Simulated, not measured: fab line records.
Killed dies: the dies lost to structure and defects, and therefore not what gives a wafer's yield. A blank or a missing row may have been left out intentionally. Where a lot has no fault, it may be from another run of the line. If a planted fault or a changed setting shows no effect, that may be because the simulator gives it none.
fab line records	flow sky130
record lots=11	wafers=32	last-day=49
route steps=708 shown FIELD_ISO@15 GATE_OXIDE@189 SD_P@327 METAL5@665 PAD_OPEN@708
lots untouched by any fault: they come from a run of this same line in which no faults occurred
start-h: the number of hours between the record's first day and the start of the first shown wafer of the lot	wait-h: hours elapsed since this lot's preceding step	" same as the row above	L1.1+2: several wafers, shown together as one row	- either no value or no given start	* or withheld: withheld	< > ~ a bound
route shown NAME@n: NAME is a module with steps in the file, n the number in the route of the first one	usual: mean and standard deviation over wafers with no fault	same: alike in all rows	chamber/n: place in a boat	sites: the reading at each site	_std_site: standard deviation across them	_edge_site: mean of outer sites minus mean of inner sites	radius-mm: for every site, how far away it sits from the centre of the wafer	mask NAME#n: copy n	behind: the last tool/chamber to shape the wafer	hold: cause of the lot's hold/its duration in hours/its outcome	device: transistor that didn't switch, given as n, p or np	end of line: tests of these same wafers at the route's end	a step given without rows: its recipe and nothing more	killed: dies that structure and defects cost at the first sort, which is not the same as the wafer's yield	map: shows each die of a wafer: x if killed, . if not, _ if none is there
set.NAME: the run value of the setting; set.NAME@STEP: its run value at that earlier step	model.NAME: the simulator's own value behind a step, which no gauge read
the route's steps for a sample of lots (tables are steps, rows are wafers)
services: from which hour (start-h, from the record's first day; less than 0 if before it) a tool's chamber was out of use, for how many hours, and why
## steps
# step SKY_FIELD_ISO_ETCH_14
# recipe chemistry=N2/H2	target=BARC	ion-energy-ev=200	source-w=500	bias-w=100	pressure-mtorr=30	n2-flow-sccm=100	h2-flow-sccm=200	stop-on=SiO2	time-s=45.9	target-depth-a=600
# usual drypump-motor-current-A=5.6/0.36	oes-product-au=0.855/0.0047	throttle-valve-pct=13.225/0.0095
lot.wafer	tool	chamber	start-h	wait-h	drypump-motor-current-A	oes-product-au	rf-hours-counter-h	throttle-valve-pct
L110.2	rie-diel-02	2	28.87	0.1	5.2	0.854	71	13.236
L110.3	"	0	"	"	5.6	0.862	10	13.236
L110.6	"	2	"	"	5.2	0.859	-	13.249
L112.3	rie-diel-03	2	39.75	0.1	5.0	0.857	3	13.228
L112.4	"	3	"	"	6.2	0.853	2	13.218
L112.5	"	0	"	"	5.6	0.856	-	13.219
L114.1	rie-diel-04	1	50.87	0.1	5.6	0.856	5	13.229
L114.4	"	3	"	"	5.9	0.863	132	13.209
L114.6	"	3	"	"	5.9	0.852	-	13.221
L115.1	rie-diel-03	3	55.22	0.1	6.2	0.853	2	13.228
L115.2	"	1	"	"	5.9	0.861	157	13.219
L115.3	"	0	"	"	5.6	0.848	14	13.225
L116.1	rie-diel-03	2	62.82	0.1	5.0	0.860	4	13.214
L116.3	"	3	"	"	6.3	0.851	3	13.216
L116.6	"	0	"	"	5.7	0.856	-	13.212
L117.1	rie-diel-02	1	67.20	0.1	5.7	0.862	3	13.234
L117.3	"	2	"	"	5.2	0.852	72	13.220
L117.5	"	1	"	"	5.7	0.864	-	13.228
L118.3	rie-diel-04	2	71.81	0.1	5.6	0.854	134	13.223
L118.4	"	3	"	"	5.9	0.853	133	13.234
L118.5	"	1	"	"	5.6	0.851	-	13.206
L119.1	rie-diel-02	3	77.90	0.1	5.1	0.855	69	13.236
L119.5	"	0	"	"	5.6	0.856	-	13.233
L119.6	"	1	"	"	5.7	0.850	-	13.217
L120.1	rie-diel-04	2	82.75	0.1	5.6	0.855	134	13.237
L120.2	"	3	"	"	5.9	0.855	133	13.236
L120.6	"	3	"	"	5.8	0.851	-	13.228
L122.1	rie-diel-03	1	95.09	0.1	5.9	0.848	158	13.229
L122.2	"	2	"	"	5.0	0.855	5	13.229
L122.6	"	3	"	"	6.3	0.851	-	13.235
L126.2	rie-diel-04	2	116.45	0.1	5.6	0.848	134	13.216
L126.4	"	3	"	"	5.8	0.853	-	13.237
# step SKY_GATE_OXIDE_THK_MEAS_02
# recipe reads=SiO2_of_GATE_OXIDE_OXIDATION_01
# usual GATE_OXIDE_OXIDATION_00_THK=10.39/0.2
lot.wafer	tool	chamber	start-h	wait-h	GATE_OXIDE_OXIDATION_00_THK[nm]
L110.2	film-metro-03	-	277.12	0.0	10.26
L110.3	"	-	"	"	10.20
L110.6	"	-	"	"	10.20
L112.3	film-metro-02	-	289.89	0.0	10.32
L112.4	"	-	"	"	10.27
L112.5	"	-	"	"	10.43
L114.1	film-metro-02	-	321.93	0.0	10.41
L114.4	"	-	"	"	10.34
L114.6	"	-	"	"	10.47
L115.1	film-metro-04	-	321.99	0.1	10.19
L115.2	"	-	"	"	10.06
L115.3	"	-	"	"	10.07
L116.1	film-metro-02	-	353.16	0.0	10.31
L116.3	"	-	"	"	10.29
L116.6	"	-	"	"	10.40
L117.1	film-metro-04	-	353.81	0.0	10.59
L117.3	"	-	"	"	10.38
L117.5	"	-	"	"	10.55
L119.1	film-metro-04	-	373.04	0.0	10.51
L119.5	"	-	"	"	10.52
L119.6	"	-	"	"	10.21
L118.3	film-metro-02	-	375.91	0.1	10.17
L118.4	"	-	"	"	10.31
L118.5	"	-	"	"	10.53
L120.1	film-metro-03	-	375.92	0.1	10.49
L120.2	"	-	"	"	10.39
L120.6	"	-	"	"	10.25
L122.1	film-metro-02	-	382.52	0.0	10.28
L122.2	"	-	"	"	10.14
L122.6	"	-	"	"	10.14
L126.2	film-metro-03	-	418.50	0.0	10.02
L126.4	"	-	"	"	9.94
# step SKY_SD_P_CD_MEAS_07
# recipe target-cd-nm=380
# usual cd-nm=379/3
lot.wafer	tool	chamber	start-h	wait-h	cd-nm
L112.3	cd-sem-02	-	600.73	0.1	379
L112.4	"	-	"	"	377
L112.5	"	-	"	"	377
L110.2	cd-sem-02	-	602.24	0.1	375
L110.3	"	-	"	"	373
L110.6	"	-	"	"	377
L115.1	cd-sem-02	-	629.57	0.1	381
L115.2	"	-	"	"	379
L115.3	"	-	"	"	379
L114.1	cd-sem-02	-	630.67	0.2	377
L114.4	"	-	"	"	376
L114.6	"	-	"	"	376
L117.1	cd-sem-02	-	662.67	0.2	380
L117.3	"	-	"	"	380
L117.5	"	-	"	"	379
L116.1	cd-sem-02	-	663.89	0.1	378
L116.3	"	-	"	"	382
L116.6	"	-	"	"	379
L119.1	cd-sem-02	-	683.23	0.1	376
L119.5	"	-	"	"	375
L119.6	"	-	"	"	377
L118.3	cd-sem-02	-	685.68	0.1	379
L118.4	"	-	"	"	378
L118.5	"	-	"	"	379
L120.1	cd-sem-01	-	690.33	0.1	386
L120.2	"	-	"	"	385
L120.6	"	-	"	"	381
L122.1	cd-sem-01	-	690.98	0.1	378
L122.2	"	-	"	"	381
L122.6	"	-	"	"	382
L126.2	cd-sem-01	-	728.60	0.1	377
L126.4	"	-	"	"	376
# step SKY_METAL5_SPUTTER_04
# recipe material=TiN	target-thk-nm=70	power-w=6500	time-s=58.3	chamber-pressure-pa=0.4
# usual cathode-dc-power-W=6499.8/1.2	throttle-valve-pct=30.0/1.1
lot.wafer	tool	chamber	start-h	wait-h	cathode-dc-power-W	throttle-valve-pct
L112.3	pvd-sputter-04	-	1020.66	0.0	6500.1	30.2
L112.4	"	-	"	"	6501.4	29.0
L112.5	"	-	"	"	6498.8	30.1
L110.2	pvd-sputter-02	-	1021.69	0.0	6500.9	32.5
L110.3	"	-	"	"	6498.8	30.6
L110.6	"	-	"	"	6499.4	29.0
L115.1	pvd-sputter-04	-	1040.43	0.0	6497.1	29.3
L115.2	"	-	"	"	6499.7	30.8
L115.3	"	-	"	"	6498.9	30.3
L114.1	pvd-sputter-04	-	1043.58	0.0	6500.7	29.1
L114.4	"	-	"	"	6500.7	30.8
L114.6	"	-	"	"	6502.4	30.6
L117.1	pvd-sputter-04	-	1068.13	0.0	6498.4	29.0
L117.3	"	-	"	"	6500.3	30.2
L117.5	"	-	"	"	6501.6	28.9
L116.1	pvd-sputter-02	-	1070.19	0.0	6498.4	29.1
L116.3	"	-	"	"	6500.4	32.2
L116.6	"	-	"	"	6500.1	29.0
L119.1	pvd-sputter-02	-	1079.57	0.0	6500.2	28.9
L119.5	"	-	"	"	6499.8	32.4
L119.6	"	-	"	"	6498.9	29.0
L118.3	pvd-sputter-01	-	1081.51	0.0	6499.8	29.0
L118.4	"	-	"	"	6503.1	30.1
L118.5	"	-	"	"	6498.7	28.2
L120.1	pvd-sputter-01	-	1090.12	0.0	6499.4	30.3
L120.2	"	-	"	"	6500.2	28.6
L120.6	"	-	"	"	6499.7	28.8
L122.1	pvd-sputter-04	-	1090.88	0.0	6498.3	30.7
L122.2	"	-	"	"	6499.0	30.8
L122.6	"	-	"	"	6499.8	30.8
L126.2	pvd-sputter-04	-	1116.32	0.0	6497.9	29.0
L126.4	"	-	"	"	6499.7	30.7
# step SKY_METAL5_THK_MEAS_06
# recipe thk-meas-gauge=xrf	reads=AlCu_of_METAL5_SPUTTER_02
# usual METAL5_ALCU_THK=1148/13
lot.wafer	tool	chamber	start-h	wait-h	hold	METAL5_ALCU_THK[nm]
L112.3	film-metro-03	-	1020.85	0.1	-	1130
L112.4	"	-	"	"	-	1137
L112.5	"	-	"	"	-	1144
L110.2	film-metro-02	-	1021.87	0.1	-	1158
L110.3	"	-	"	"	-	1173
L110.6	"	-	"	"	-	1180
L115.1	film-metro-02	-	1040.60	0.1	-	1153
L115.2	"	-	"	"	-	1169
L115.3	"	-	"	"	-	1166
L114.1	film-metro-03	-	1043.75	0.1	-	1140
L114.4	"	-	"	"	-	1158
L114.6	"	-	"	"	-	1167
L117.1	film-metro-03	-	1068.30	0.1	-	1124
L117.3	"	-	"	"	-	1138
L117.5	"	-	"	"	-	1127
L116.1	film-metro-03	-	1070.36	0.1	-	1163
L116.3	"	-	"	"	-	1138
L116.6	"	-	"	"	-	1154
L119.1	film-metro-04	-	1079.74	0.1	-	1112
L119.5	"	-	"	"	-	1132
L119.6	"	-	"	"	-	1154
L118.3	film-metro-04	-	1081.70	0.1	-	1149
L118.4	"	-	"	"	-	1145
L118.5	"	-	"	"	-	1152
L120.1	film-metro-03	-	1090.30	0.1	-	1164
L120.2	"	-	"	"	-	1159
L120.6	"	-	"	"	-	1163
L122.1	film-metro-02	-	1091.05	0.1	-	1141
L122.2	"	-	"	"	-	1149
L122.6	"	-	"	"	-	1156
L126.2	film-metro-02	-	1116.50	0.1	await-dispo/0.2h/release	1134
L126.4	"	-	"	"	await-dispo/0.2h/release	1070
L126.2	film-metro-02	-	1116.72	0.2	-	1135
L126.4	"	-	"	"	-	1066
# step SKY_PAD_OPEN_PROBE_99
# usual defect-limited-yield=82.5/2	killed_at_M0_to_M3=44/7.7	killed_at_M4_up=3.0/1.9	killed-at-contacts=25/5.6	killed-at-front-end=15/4.6	killed-at-other=0.3/0.47	killed-dies=86/9.9	killed-open=47/7.4	killed-short=39/5.9	sort_bin_3_pad_short=0.8/0.37	sort_bin_5_function=10.4/1.5	sort_bin_6_memory=6.3/1	sort-n-pass=406/9.9	sort-yield-pct=82.5/2
# same gross-dies=492	killed-at-back-side=0	sort_bin_4_leakage[%]=0	sort_bin_8_speed[%]=0
lot.wafer	tool	chamber	start-h	wait-h	defect-limited-yield[%]	killed_at_M0_to_M3	killed_at_M4_up	killed-at-contacts	killed-at-front-end	killed-at-other	killed-dies	killed-open	killed-short	sort_bin_3_pad_short[%]	sort_bin_5_function[%]	sort_bin_6_memory[%]	sort-n-pass	sort-yield-pct[%]
L116.1	prober-01	-	1135.26	0.1	80.9	54	4	18	17	1	94	50	44	0.4	11.4	7.3	398	80.9
L116.3	prober-01	-	1135.36	0.2	80.1	57	3	24	13	1	98	49	49	0.6	13.6	5.7	394	80.1
L116.6	prober-01	-	1135.51	0.2	82.9	43	2	30	9	0	84	43	41	0.4	10.8	5.9	408	82.9
# killed by level:class
L116.1 VIA1:geometric-particle:open=13 CONTACT:geometric-particle:short=8 METAL2:geometric-particle:short=7 VIA2:geometric-particle:open=7 CONTACT:geometric-particle:open=6 VIA3:geometric-particle:open=6 POLY_GATE:geometric-particle:open=5 METAL3:geometric-particle:short=5
L116.3 VIA1:geometric-particle:open=12 LI_CONTACT:geometric-particle:open=9 METAL2:geometric-particle:short=7 VIA2:geometric-particle:open=7 POLY_GATE:geometric-particle:short=6 VIA3:geometric-particle:open=6 VIA1:geometric-particle:short=5 CONTACT:geometric-particle:open=5
L116.6 CONTACT:geometric-particle:open=10 LI_CONTACT:geometric-particle:open=9 VIA1:geometric-particle:short=8 VIA1:geometric-particle:open=7 CONTACT:geometric-particle:short=5 METAL1:geometric-particle:short=4 METAL2:geometric-particle:short=4 VIA2:geometric-particle:open=4
## services
tool	chamber	start-h	hours	kind
rie-diel-03	2	4.97	4.3	repair
pvd-sputter-04	-	5.80	5.4	repair
rie-diel-03	1	14.57	2.5	repair
rie-diel-03	0	89.07	87.4	repair
rie-diel-03	1	108.99	6.6	repair
pvd-sputter-04	-	156.06	6.5	repair
rie-diel-03	3	174.79	10.3	repair
rie-diel-03	2	190.27	5.9	repair
rie-diel-03	3	233.83	5.8	repair
rie-diel-03	-	272.21	0.9	repair
rie-diel-03	1	301.47	5.7	repair
pvd-sputter-04	-	319.61	2.8	repair
rie-diel-03	0	368.31	13.7	repair
pvd-sputter-04	-	378.19	2.1	repair
rie-diel-03	-	423.27	2.8	pm
pvd-sputter-04	-	500.39	2.2	repair
rie-diel-03	-	572.54	1.4	repair
rie-diel-03	3	587.73	8.7	repair
rie-diel-03	1	595.48	6.3	repair
pvd-sputter-04	-	736.49	7.1	repair
pvd-sputter-04	-	744.55	9.7	repair
pvd-sputter-04	-	925.24	1.1	repair
pvd-sputter-04	-	1005.53	7.4	repair
pvd-sputter-04	-	1020.76	1.1	repair
## key
first-sign step=SKY_METAL5_THK_MEAS_06	reading=visit	direction=added
effect step=SKY_METAL5_THK_MEAS_06	reading=METAL5_ALCU_THK	direction=down	sigmas=6	usual=1148	struck=1070
met-at SKY_METAL5_SPUTTER_04
struck-lots L126
struck-wafers L126.4
not-acting-at SKY_FIELD_ISO_ETCH_14,SKY_GATE_OXIDE_THK_MEAS_02,SKY_SD_P_CD_MEAS_07
onset-between 1090.88 1116.32
fault kind=process-parameter-drift	tool=pvd-sputter-04	chamber=-	onset-h=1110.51	steps=SKY_METAL5_SPUTTER_04	channel=target-thk-nm	offset=31.553	shape=step	end-h=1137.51	scope=struck-wafers-only	acts-in=these-recipes-only	stated=70
